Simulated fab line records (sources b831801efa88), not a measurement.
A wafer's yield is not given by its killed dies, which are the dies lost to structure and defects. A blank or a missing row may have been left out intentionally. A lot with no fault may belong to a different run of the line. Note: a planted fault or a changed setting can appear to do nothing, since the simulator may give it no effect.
2 desks looking at one fault + flow sky130 + every desk sees just its own numbers, and what lay behind them comes last

== AT THE METROLOGY DESK ==
What the gauges read, lot by lot, whatever tool the lot ran on: means of the sampled wafers that have a number. Any lot whose mean is over 4 standard deviations away from the usual mean is out of limits and marked OUT; that distance is given in the brackets.
Columns: A = FIELD_ISO_OXIDATION_00_THK at SKY_FIELD_ISO_THK_MEAS_02, usual 11.93 nm; B = VT_ADJUST_LVTN_TW at SKY_VT_ADJUST_LVTN_TW_MEAS_10, usual 241.1
| lot  | first seen here | A     | B     |
|------|-----------------|-------|-------|
| L593 | day 1 11:38     | 11.75 | 242.7 |
| L594 | day 1 16:38     | 11.94 | 240.8 |
| L596 | day 2 06:05     | 11.98 | 241.4 |
| L597 | day 2 09:18     | 11.88 | 242.1 |
| L598 | day 2 15:36     | 11.97 | 240.3 |
| L600 | day 3 01:35     | 12.16 | 239.4 |
| L602 | day 3 10:01     | 11.99 | 239.0 |
| L607 | day 4 09:58     | 11.81 | 241.6 |
| L611 | day 5 07:05     | 11.87 | 239.5 |
| L612 | day 5 11:09     | 12.02 | 240.9 |
| L614 | day 5 20:38     | 12.09 | 242.3 |
| L615 | day 6 01:38     | 11.59 | 240.7 |
| L616 | day 6 06:38     | 12.46 | 239.9 |
This desk found nothing out of limits on any of the 13 lots.

== AT THE TOOL OWNER'S DESK: cmp-01 ==
The tool's own readings at SKY_FIELD_ISO_CMP_27 (polishes, stops on Si3N4, t overpolish 16 s, target thk 457.8 nm): means of the sampled wafers that have a number, for each lot that ran on this tool. Any lot whose mean is over 4 standard deviations away from the usual mean is out of limits and marked OUT; that distance is given in the brackets.
Columns: A = motor_current_A at SKY_FIELD_ISO_CMP_27, usual 12.1 A; B = overpolish_run_s at SKY_FIELD_ISO_CMP_27, usual 16.001 s; C = time_to_endpoint_s at SKY_FIELD_ISO_CMP_27, usual 111 s
| lot  | first seen here | A    | B      | C             |
|------|-----------------|------|--------|---------------|
| L593 | day 2 14:11     | 11.4 | 16.007 | 115           |
| L596 | day 3 05:37     | 11.0 | 16.004 | 119           |
| L600 | day 3 22:57     | 11.5 | 16.004 | 112           |
| L602 | day 4 11:20     | 11.0 | 15.997 | 112           |
| L607 | day 5 12:07     | 11.5 | 16.013 | 182 (+13) OUT |
| L611 | day 6 06:24     | 11.6 | 16.007 | 182 (+13) OUT |
This desk's verdict: out of limits on L607, L611, starting with L607 at day 5 12:07 (time_to_endpoint_s at SKY_FIELD_ISO_CMP_27). L593, L596, L600, L602: within limits.

== PUT TOGETHER ==
An alarm could have come from the tool owner's desk at day 5 12:07, on L607, L611.
At the metrology desk, nothing out of limits was observed.
The metrology desk holds a record of L607, L611, inside its limits.
SKY_FIELD_ISO_CMP_27 was run on cmp-01 by each of the lots named.

== WHAT THE SIMULATOR HAD INSERTED ==
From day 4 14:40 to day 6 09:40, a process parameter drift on cmp-01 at SKY_FIELD_ISO_CMP_27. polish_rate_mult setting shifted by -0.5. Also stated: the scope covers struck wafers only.
Lots struck among those shown: L607, L611.
Hours from the fault's start to each desk's first reading out of limits: the tool owner's desk, 21.
